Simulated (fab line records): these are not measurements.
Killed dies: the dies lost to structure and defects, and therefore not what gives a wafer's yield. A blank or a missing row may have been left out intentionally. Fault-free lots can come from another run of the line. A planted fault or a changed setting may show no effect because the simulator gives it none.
fab line records || flow sky130
record: {"lots": 5, "wafers": 15, "last_day": 48}
route steps=708 shown LOCAL_INTERCONNECT@392 CONTACT@406 PAD_OPEN@708
lots untouched by any fault: they come from a run of this same line in which no faults occurred
start_h: start of the lot's first displayed wafer, in hours after the record's first day || wait_h: hours elapsed since this lot's preceding step || " as in the row above || L1.1+2: a row that stands for several wafers || - no value, or no start given || * or withheld: withheld || < > ~ a bound
route shown NAME@n: names a module that has steps shown in the file, with the first one's number in the route || usual: average and standard deviation across the fault-free wafers || same: alike in all rows || chamber/n: place in a boat || sites: the reading at each site || _std_site: their standard deviation || _edge_site: outer sites' mean less inner sites' || radius_mm: how far each site lies from the wafer's centre || mask NAME#n: copy n || behind: tool/chamber where the wafer was last shaped || hold: why the lot was held/for how many hours/how that ended || device: the n, p or np transistor that did not switch || end of line: the tests these same wafers got at the end of their route || step lacking rows: just its recipe || killed: dies lost to structure and defects at the first sort, not the wafer's yield || map: shows each die of a wafer: x if killed, . if not, _ if none is there
set.NAME: the setting as run; set.NAME@STEP: as run at that earlier step || model.NAME: the simulator's own value behind a step, which no gauge read
lots at selected steps of the route; one table per step, one row per wafer
services: the hour from which a tool's chamber was out of use, counted from the record's first day as start_h (under 0 if before that day), plus the number of hours and why
== steps ==
step: SKY_LOCAL_INTERCONNECT_COAT_05
recipe: {"resist": "BARC", "temp_c": "withheld", "time_s": "withheld", "spin_rpm": 3000, "resist_thk_nm": 60}
step: SKY_LOCAL_INTERCONNECT_COAT_06
recipe: {"resist": "KrF-thick", "spin_rpm": 3000, "resist_thk_nm": 450}
step: SKY_LOCAL_INTERCONNECT_SOFTBAKE_07
recipe: {"temp_c": 100, "time_s": 90, "resist": "KrF-thick"}
step: SKY_LOCAL_INTERCONNECT_EXPOSE_08
recipe: {"mask_id": "LI1M", "na": 0.8, "source_shape": "annular", "sigma_inner": 0.55, "sigma_outer": 0.85, "target_cd_nm": 170, "dose_mj": 28}
step: SKY_LOCAL_INTERCONNECT_PEB_09
recipe: {"peb_temp_c": "withheld", "peb_time_s": "withheld", "resist": "KrF-thick"}
step: SKY_LOCAL_INTERCONNECT_DEVELOP_10
recipe: {"develop_time_s": 60, "resist": "KrF-thick", "dev_temp_c": 21}
step: SKY_LOCAL_INTERCONNECT_ETCH_13
recipe: {"chemistry": "N2/H2", "target": "BARC", "ion_energy_ev": 200, "bias_w": 100, "pressure_mtorr": 30, "n2_flow_sccm": 100, "h2_flow_sccm": 200, "icp_w": 500, "stop_on": "SiO2", "time_s": 45.9, "target_depth_a": 600}
step: SKY_LOCAL_INTERCONNECT_METAL_ETCH_14
recipe: {"target_depth_nm": 110, "stop_on": "PSG", "chemistry": "Cl2/BCl3", "target": "TiN", "resist_sidewall_deg": 88, "pressure_mtorr": 10, "icp_w": 900, "bias_w": 48.5, "Cl2_flow_sccm": 60, "bcl3_flow_sccm": 30, "time_s": 31.4}
step: SKY_LOCAL_INTERCONNECT_STRIP_15
recipe: {"chemistry": "O2/N2", "power_w": 1400, "pressure_mtorr": 1500, "platen_temp_c": "withheld", "o2_flow_sccm": 3000, "n2_flow_sccm": 300, "overash_fraction": 0.5}
step: SKY_LOCAL_INTERCONNECT_STRIP_16
recipe: {"chemistry": "post_etch_residue_remover", "time_s": 1200, "temp_c": 72.5}
step: SKY_LOCAL_INTERCONNECT_CLEAN_17
recipe: {"chemistry": "IPA", "time_s": 180, "temp_c": 25}
{"lot.wafer": "L253.2+3+5", "tool": "wet_bench-03", "chamber": 3, "start_h": 708.72, "wait_h": 0.0}
{"lot.wafer": "L254.2+3+4", "tool": "wet_bench-01", "chamber": 0, "start_h": 721.05, "wait_h": 0.0}
{"lot.wafer": "L260.1+2+5", "tool": "wet_bench-01", "chamber": 1, "start_h": 786.24, "wait_h": 0.0}
{"lot.wafer": "L261.4+5+6", "tool": "wet_bench-01", "chamber": 0, "start_h": 786.35, "wait_h": 0.0}
{"lot.wafer": "L263.3+4+5", "tool": "wet_bench-01", "chamber": 3, "start_h": 802.82, "wait_h": 0.0}
step: SKY_LOCAL_INTERCONNECT_CLEAN_18
recipe: {"chemistry": "O3/DIW", "dry": "n2_spin"}
step: SKY_CONTACT_CVD_00
recipe: {"material": "Si3N4", "target_thk_nm": 75, "temp_c": 400, "time_s": "withheld", "rf_w": 450}
step: SKY_CONTACT_HDPCVD_02
recipe: {"material": "SiO2", "target_thk_nm": 565, "sigma_open_frac": 0.3, "time_s": 94.2, "temp_c": 600, "sih4_flow_sccm": 60, "pressure_mtorr": 6}
step: SKY_CONTACT_CMP_04
recipe: {"material": "SiO2", "down_force_psi": 4, "platen_rpm": 60, "pad_velocity_m_s": 0.94248}
step: SKY_CONTACT_DEHYDRATE_06
recipe: {"temp_c": 200, "time_s": 60}
step: SKY_CONTACT_HMDS_07
recipe: {"prime_time_s": 60, "prime_temp_c": 120}
step: SKY_CONTACT_COAT_08
recipe: {"resist": "BARC", "temp_c": "withheld", "time_s": "withheld", "spin_rpm": 3000, "resist_thk_nm": 60}
step: SKY_CONTACT_COAT_09
recipe: {"resist": "KrF-thick", "spin_rpm": 3000, "resist_thk_nm": 450}
step: SKY_CONTACT_SOFTBAKE_10
recipe: {"temp_c": 100, "time_s": 90, "resist": "KrF-thick"}
step: SKY_CONTACT_EXPOSE_11
recipe: {"mask_id": "CTM1", "na": 0.8, "source_shape": "annular", "sigma_inner": 0.55, "sigma_outer": 0.85, "target_cd_nm": 170, "dose_mj": 38}
step: SKY_CONTACT_PEB_12
recipe: {"peb_temp_c": "withheld", "peb_time_s": "withheld", "resist": "KrF-thick"}
step: SKY_CONTACT_DEVELOP_13
recipe: {"develop_time_s": 60, "resist": "KrF-thick", "dev_temp_c": 21}
step: SKY_CONTACT_ETCH_16
recipe: {"chemistry": "N2/H2", "target": "BARC", "ion_energy_ev": 200, "source_w": 500, "bias_w": 100, "pressure_mtorr": 30, "n2_flow_sccm": 100, "h2_flow_sccm": 200, "stop_on": "SiO2", "time_s": 45.9, "target_depth_a": 600}
step: SKY_CONTACT_ETCH_17
recipe: {"target": "SiO2", "chemistry": "C4F8/O2/Ar", "stop_on": "Si3N4", "mask_material": "KrF-thick", "source_w": 1500, "bias_w": 1200, "pressure_mtorr": 40, "c4f8_flow_sccm": "withheld", "O2_flow_sccm": 6, "Ar_flow_sccm": 300, "time_s": "withheld", "target_depth_a": 3400}
step: SKY_CONTACT_ETCH_18
recipe: {"target": "Si3N4", "chemistry": "CHF3/O2", "stop_on": "TiN", "source_w": 600, "bias_w": 200, "pressure_mtorr": 40, "chf3_flow_sccm": 50, "O2_flow_sccm": 5, "time_s": 39, "target_depth_a": 750}
step: SKY_CONTACT_STRIP_19
recipe: {"chemistry": "O2/N2", "power_w": 1400, "pressure_mtorr": 1500, "platen_temp_c": "withheld", "o2_flow_sccm": 3000, "n2_flow_sccm": 300, "overash_fraction": 0.5}
step: SKY_CONTACT_STRIP_20
recipe: {"chemistry": "post_etch_residue_remover", "time_s": 1200, "temp_c": 72.5}
step: SKY_CONTACT_CLEAN_21
recipe: {"chemistry": "IPA", "time_s": 180, "temp_c": 25}
step: SKY_CONTACT_CLEAN_22
recipe: {"chemistry": "O3/DIW", "dry": "n2_spin"}
step: SKY_CONTACT_SPUTTER_23
recipe: {"material": "TiN", "target_thk_nm": 20, "chamber_pressure_pa": 5, "power_w": 4000, "time_s": 80}
step: SKY_CONTACT_CVD_24
recipe: {"material": "W", "target_thk_nm": 340, "time_s": 102.12, "temp_c": 400, "pressure_torr": 40}
step: SKY_CONTACT_CMP_27
recipe: {"stop_on": "SiO2", "t_overpolish_s": 15, "down_force_psi": 3.5, "platen_rpm": 60, "target_thk_nm": 0, "pad_velocity_m_s": 0.94248}
step: SKY_PAD_OPEN_PROBE_99
usual: {"killed_at_M0_to_M3": "45/7.5", "killed_at_M4_up": "3.2/1.8", "killed_at_contacts": "24/4.9", "killed_at_front_end": "15/4.4", "killed_at_other": "0.3/0.54", "killed_dies": "87/9.8", "killed_open": "47/6.4", "killed_short": "40/6.5"}
same: {"gross_dies": 492, "killed_at_back_side": 0}
{"lot.wafer": "L253.2", "tool": "prober-01", "chamber": "-", "start_h": 1083.16, "wait_h": 0.1, "killed_at_M0_to_M3": 34, "killed_at_M4_up": 0, "killed_at_contacts": 25, "killed_at_front_end": 19, "killed_at_other": 0, "killed_dies": 78, "killed_open": 35, "killed_short": 43}
{"lot.wafer": "L253.3", "tool": "prober-01", "chamber": "-", "start_h": 1083.21, "wait_h": 0.2, "killed_at_M0_to_M3": 43, "killed_at_M4_up": 5, "killed_at_contacts": 23, "killed_at_front_end": 11, "killed_at_other": 0, "killed_dies": 82, "killed_open": 45, "killed_short": 37}
{"lot.wafer": "L253.5", "tool": "prober-01", "chamber": "-", "start_h": 1083.31, "wait_h": 0.2, "killed_at_M0_to_M3": 47, "killed_at_M4_up": 3, "killed_at_contacts": 20, "killed_at_front_end": 20, "killed_at_other": 0, "killed_dies": 90, "killed_open": 52, "killed_short": 38}
{"lot.wafer": "L254.2", "tool": "prober-01", "chamber": "-", "start_h": 1088.15, "wait_h": 0.1, "killed_at_M0_to_M3": 48, "killed_at_M4_up": 4, "killed_at_contacts": 20, "killed_at_front_end": 18, "killed_at_other": 1, "killed_dies": 91, "killed_open": 49, "killed_short": 42}
{"lot.wafer": "L254.3", "tool": "prober-01", "chamber": "-", "start_h": 1088.20, "wait_h": 0.2, "killed_at_M0_to_M3": 48, "killed_at_M4_up": 1, "killed_at_contacts": 26, "killed_at_front_end": 14, "killed_at_other": 0, "killed_dies": 89, "killed_open": 53, "killed_short": 36}
{"lot.wafer": "L254.4", "tool": "prober-01", "chamber": "-", "start_h": 1088.25, "wait_h": 0.2, "killed_at_M0_to_M3": 41, "killed_at_M4_up": 3, "killed_at_contacts": 19, "killed_at_front_end": 20, "killed_at_other": 0, "killed_dies": 83, "killed_open": 46, "killed_short": 36}
{"lot.wafer": "L260.1", "tool": "prober-01", "chamber": "-", "start_h": 1135.51, "wait_h": 0.1, "killed_at_M0_to_M3": 35, "killed_at_M4_up": 4, "killed_at_contacts": 63, "killed_at_front_end": 13, "killed_at_other": 0, "killed_dies": 115, "killed_open": 42, "killed_short": 31}
{"lot.wafer": "L260.2", "tool": "prober-01", "chamber": "-", "start_h": 1135.56, "wait_h": 0.1, "killed_at_M0_to_M3": 41, "killed_at_M4_up": 6, "killed_at_contacts": 66, "killed_at_front_end": 9, "killed_at_other": 0, "killed_dies": 122, "killed_open": 48, "killed_short": 31}
{"lot.wafer": "L260.5", "tool": "prober-01", "chamber": "-", "start_h": 1135.71, "wait_h": 0.2, "killed_at_M0_to_M3": 48, "killed_at_M4_up": 3, "killed_at_contacts": 69, "killed_at_front_end": 12, "killed_at_other": 0, "killed_dies": 132, "killed_open": 50, "killed_short": 36}
{"lot.wafer": "L261.4", "tool": "prober-02", "chamber": "-", "start_h": 1139.01, "wait_h": 0.2, "killed_at_M0_to_M3": 45, "killed_at_M4_up": 4, "killed_at_contacts": 59, "killed_at_front_end": 17, "killed_at_other": 0, "killed_dies": 125, "killed_open": 44, "killed_short": 44}
{"lot.wafer": "L261.5", "tool": "prober-02", "chamber": "-", "start_h": 1139.06, "wait_h": 0.2, "killed_at_M0_to_M3": 47, "killed_at_M4_up": 7, "killed_at_contacts": 59, "killed_at_front_end": 15, "killed_at_other": 1, "killed_dies": 129, "killed_open": 47, "killed_short": 40}
{"lot.wafer": "L261.6", "tool": "prober-02", "chamber": "-", "start_h": 1139.11, "wait_h": 0.2, "killed_at_M0_to_M3": 48, "killed_at_M4_up": 5, "killed_at_contacts": 74, "killed_at_front_end": 12, "killed_at_other": 0, "killed_dies": 139, "killed_open": 45, "killed_short": 52}
{"lot.wafer": "L263.3", "tool": "prober-02", "chamber": "-", "start_h": 1149.11, "wait_h": 0.2, "killed_at_M0_to_M3": 31, "killed_at_M4_up": 2, "killed_at_contacts": 55, "killed_at_front_end": 12, "killed_at_other": 0, "killed_dies": 100, "killed_open": 34, "killed_short": 32}
{"lot.wafer": "L263.4", "tool": "prober-02", "chamber": "-", "start_h": 1149.16, "wait_h": 0.2, "killed_at_M0_to_M3": 53, "killed_at_M4_up": 3, "killed_at_contacts": 47, "killed_at_front_end": 12, "killed_at_other": 0, "killed_dies": 115, "killed_open": 49, "killed_short": 36}
{"lot.wafer": "L263.5", "tool": "prober-02", "chamber": "-", "start_h": 1149.21, "wait_h": 0.2, "killed_at_M0_to_M3": 53, "killed_at_M4_up": 1, "killed_at_contacts": 67, "killed_at_front_end": 11, "killed_at_other": 0, "killed_dies": 132, "killed_open": 49, "killed_short": 50}
killed by level:class
L253.2 CONTACT:geometric_particle:short=8 CONTACT:geometric_particle:open=8 VIA1:geometric_particle:open=7 FIELD_ISO:geometric_particle:open=6 METAL1:geometric_particle:short=6 METAL2:geometric_particle:short=5 VIA2:geometric_particle:open=5 FIELD_ISO:geometric_particle:short=4
L253.3 VIA1:geometric_particle:open=14 CONTACT:geometric_particle:open=12 VIA1:geometric_particle:short=8 METAL2:geometric_particle:short=6 LI_CONTACT:geometric_particle:open=5 FIELD_ISO:geometric_particle:short=4 VIA2:geometric_particle:open=4 VIA3:geometric_particle:open=4
L253.5 VIA2:geometric_particle:open=10 VIA3:geometric_particle:open=9 VIA1:geometric_particle:open=8 FIELD_ISO:geometric_particle:short=7 CONTACT:geometric_particle:open=7 FIELD_ISO:geometric_particle:open=5 VIA1:geometric_particle:short=5 LI_CONTACT:geometric_particle:short=4
L254.2 VIA3:geometric_particle:open=10 VIA1:geometric_particle:open=10 VIA1:geometric_particle:short=7 LI_CONTACT:geometric_particle:open=6 METAL1:geometric_particle:short=6 VIA2:geometric_particle:open=6 POLY_GATE:geometric_particle:short=5 CONTACT:geometric_particle:open=5
L254.3 VIA1:geometric_particle:open=11 CONTACT:geometric_particle:open=11 METAL1:geometric_particle:short=8 VIA2:geometric_particle:open=8 VIA3:geometric_particle:open=7 POLY_GATE:geometric_particle:open=5 CONTACT:geometric_particle:short=5 VIA1:geometric_particle:short=5
L254.4 VIA1:geometric_particle:open=12 VIA1:geometric_particle:short=10 CONTACT:geometric_particle:open=8 METAL2:geometric_particle:short=6 POLY_GATE:geometric_particle:open=5 LI_CONTACT:geometric_particle:open=5 POLY_GATE:geometric_particle:short=4 VIA3:geometric_particle:open=4
L260.1 LOCAL_INTERCONNECT:unspecified=42 FIELD_ISO:geometric_particle:short=7 VIA3:geometric_particle:open=7 LI_CONTACT:geometric_particle:open=7 VIA1:geometric_particle:open=7 CONTACT:geometric_particle:open=6 VIA2:geometric_particle:open=6 VIA1:geometric_particle:short=5
L260.2 LOCAL_INTERCONNECT:unspecified=40 VIA1:geometric_particle:open=9 LI_CONTACT:geometric_particle:open=9 VIA2:geometric_particle:open=8 CONTACT:geometric_particle:open=7 METAL2:geometric_particle:short=6 VIA3:geometric_particle:open=6 CONTACT:geometric_particle:short=5
L260.5 LOCAL_INTERCONNECT:unspecified=41 CONTACT:geometric_particle:open=14 VIA1:geometric_particle:open=11 VIA2:geometric_particle:open=8 VIA3:geometric_particle:short=6 LI_CONTACT:geometric_particle:open=5 VIA3:geometric_particle:open=5 LI_CONTACT:geometric_particle:short=4
L261.4 LOCAL_INTERCONNECT:unspecified=37 VIA1:geometric_particle:open=12 METAL1:geometric_particle:short=12 VIA2:geometric_particle:open=7 CONTACT:geometric_particle:open=6 LI_CONTACT:geometric_particle:open=5 LOCAL_INTERCONNECT:geometric_particle:short=5 VIA1:geometric_particle:short=5
L261.5 LOCAL_INTERCONNECT:unspecified=42 CONTACT:geometric_particle:open=9 VIA2:geometric_particle:open=8 VIA1:geometric_particle:open=7 FIELD_ISO:geometric_particle:open=6 FIELD_ISO:geometric_particle:short=6 METAL1:geometric_particle:short=6 VIA3:geometric_particle:short=5
L261.6 LOCAL_INTERCONNECT:unspecified=42 CONTACT:geometric_particle:open=11 VIA1:geometric_particle:open=8 VIA2:geometric_particle:short=8 METAL2:geometric_particle:short=7 CONTACT:geometric_particle:short=7 VIA1:geometric_particle:short=7 LI_CONTACT:geometric_particle:open=6
L263.3 LOCAL_INTERCONNECT:unspecified=34 FIELD_ISO:geometric_particle:short=6 CONTACT:geometric_particle:open=6 LI_CONTACT:geometric_particle:open=5 VIA3:geometric_particle:open=5 LOCAL_INTERCONNECT:geometric_particle:short=4 CONTACT:geometric_particle:short=4 VIA1:geometric_particle:short=4
L263.4 LOCAL_INTERCONNECT:unspecified=30 VIA1:geometric_particle:open=12 VIA3:geometric_particle:open=10 METAL1:geometric_particle:short=7 FIELD_ISO:geometric_particle:open=5 METAL2:geometric_particle:short=5 CONTACT:geometric_particle:short=4 CONTACT:geometric_particle:open=4
L263.5 LOCAL_INTERCONNECT:unspecified=32 LI_CONTACT:geometric_particle:open=12 VIA1:geometric_particle:open=12 LOCAL_INTERCONNECT:geometric_particle:short=8 VIA2:geometric_particle:open=8 CONTACT:geometric_particle:open=7 LI_CONTACT:geometric_particle:short=7 METAL1:geometric_particle:short=7
map L260.5 (x killed, . not)
__________.........._________
________x...........xx_______
______..x......x.......x_____
_____......x.x....x.....x____
____x........x............___
___.xx..x.....xx...........__
__....xxx.........x........._
_.x...x.............x.x...x..
_......x.....x.......x...x...
_...x..........xx.xxxxx.x..x.
_......x........x..x.........
_....x....xx.x......xx.......
_......x.....x....x..xx..x...
_.x...x..x.xx...........x.x..
_.......xxxxx.xxx....x.......
__......xxxxxx.....xx..x...x_
___.xxxxxxxxxxxx.xxx....x..__
____...xxxxxxxx...........___
_____.x.xxxxxx.xx......x.____
______x.xxxxxxxxx.....x._____
________..xx....x....._______
__________..x.x..x.._________
map L261.6 (x killed, . not)
__________xx.x.x...._________
________........x...xx_______
______xx...x..........x._____
_____x.........x....x....____
____....x................x___
___x...x.x............x...x__
__...xxxxx..........x..x...._
_.x..xxxxx.....x...x.x...x...
_..xxxxxxx...................
_xx.xxxxxx.....x.x....xx..x..
_.xxxxxxxx......x.x...x....x.
_...xxxxxx....x....x........x
_xxx.x...........x.x.xxxx...x
_....xx......xx.x.xx.x...xx..
_...x.............x..x.......
__.......x...xx.x.....x.x..._
___.x....x.xxx...xx.....x.x__
____........x..........xxx___
_____.....x...x.....xx..x____
______.x.x.....x...x...._____
________.x.x....x.x.x._______
__________...x.x...x_________
== services ==
{"tool": "wet_bench-01", "chamber": "-", "start_h": 693.04, "hours": 1.9, "kind": "pm"}
{"tool": "wet_bench-03", "chamber": "-", "start_h": 773.39, "hours": 1.9, "kind": "pm"}
== key ==
first_sign: {"step": "SKY_PAD_OPEN_PROBE_99", "reading": "killed_at_contacts", "direction": "up", "sigmas": 7.7, "usual": 24, "struck": 62}
effect: {"step": "SKY_PAD_OPEN_PROBE_99", "reading": "killed_dies", "direction": "up", "sigmas": 3.7, "usual": 87, "struck": 123}
met_at SKY_LOCAL_INTERCONNECT_CLEAN_17
struck_wafers L260.1,L260.2,L260.5,L261.4,L261.5,L261.6,L263.3,L263.4,L263.5
tester_left_out L260,L261,L263
onset_between 721.05 786.24
also_fits time
fault: {"kind": "chamber_particle_source", "tool": "wet_bench-01", "chamber": "-", "onset_h": 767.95, "steps": "SKY_LOCAL_INTERCONNECT_CLEAN_17", "rate_per_visit_cm2": 0.48334, "end_h": 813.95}
tester_left_out: of these lots the tester's yield and bins aren't shown, on N5 and GAA mostly nor the transistor test; their killed dies are dies lost to structure and defects alone, not to doping, threshold or leakage, so they don't give the yield
